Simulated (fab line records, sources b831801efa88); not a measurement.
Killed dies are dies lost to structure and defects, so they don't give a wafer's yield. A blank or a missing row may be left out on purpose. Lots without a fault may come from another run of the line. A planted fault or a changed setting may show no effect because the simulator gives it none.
Chamber matching | flow sky130 | SKY_SONOS_ONO_ETCH_15 on rie_diel-04: 4 sister chambers
The step etches the open film in CHF3/O2, target depth 19.52 nm, time 7.8 s. 14 wafers are shown with their chamber, then 7 later ones without.

WAFERS WITH THEIR CHAMBER
wafer  | chamber | drypump_motor_current_A (A) | throttle_valve_pct (%) | oes_product_au (a.u.)
L075.1 | 1       | 6.2                         | 8.807                  | 0.994
L075.2 | 3       | 6.5                         | 8.825                  | 0.987
L075.6 | 0       | 6.5                         | 8.823                  | 1.009
L077.1 | 3       | 6.6                         | 8.814                  | 1.000
L077.3 | 0       | 6.5                         | 8.818                  | 1.005
L077.6 | 3       | 6.6                         | 8.830                  | 0.995
L080.1 | 3       | 6.6                         | 8.829                  | 1.008
L080.2 | 2       | 5.7                         | 8.826                  | 1.005
L080.4 | 0       | 6.5                         | 8.819                  | 0.998
L082.1 | 3       | 6.6                         | 8.826                  | 0.981
L082.5 | 3       | 6.6                         | 8.823                  | 0.991
L082.6 | 2       | 5.7                         | 8.830                  | 0.993
L089.1 | 0       | 6.4                         | 8.819                  | 1.008
L089.3 | 2       | 5.7                         | 8.825                  | 0.992

SIGNATURES (means of the wafers above)
reading                 | chamber 0 | chamber 1 | chamber 2 | chamber 3 | scatter within a chamber
drypump_motor_current_A | 6.475     | 6.200     | 5.700     | 6.583     | 0.0398
throttle_valve_pct      | 8.81975   | 8.80700   | 8.82700   | 8.82450   | 0.00441
oes_product_au          | 1.00500   | 0.99400   | 0.99667   | 0.99367   | 0.00799
Rule: a wafer's distance from a chamber is the root of the sum, over the readings, of the square of ((its reading less the chamber's mean) divided by the reading's scatter). The wafer belongs to the nearest chamber; if the next one is less than 2 further off, it can't be placed. The scatter: the root of (the sum of the squares of (reading less its chamber's mean) over the shown wafers, divided by (wafers less chambers)).

WAFERS WITHOUT THEIR CHAMBER
wafer  | drypump_motor_current_A (A) | throttle_valve_pct (%) | oes_product_au (a.u.)
L089.5 | 6.6                         | 8.829                  | 0.994
L092.1 | 5.7                         | 8.816                  | 0.995
L092.5 | 5.7                         | 8.824                  | 0.989
L092.6 | 6.2                         | 8.824                  | 0.992
L097.2 | 6.4                         | 8.837                  | 0.992
L097.3 | 5.8                         | 8.817                  | 0.986
L097.5 | 6.6                         | 8.822                  | 0.987

WHICH CHAMBER EACH WENT THROUGH
wafer  | from the rows above     | in truth
L089.5 | 3                       | 3
L092.1 | 2                       | 2
L092.5 | 2                       | 2
L092.6 | 1                       | 1
L097.2 | can't be placed: 0 or 3 | 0
L097.3 | 2                       | 2
L097.5 | 3                       | 3
Placed correctly: 6 of 7. Can't be placed from these rows: 1 (the true chamber is among the candidates in 1). Placed wrongly: 0.
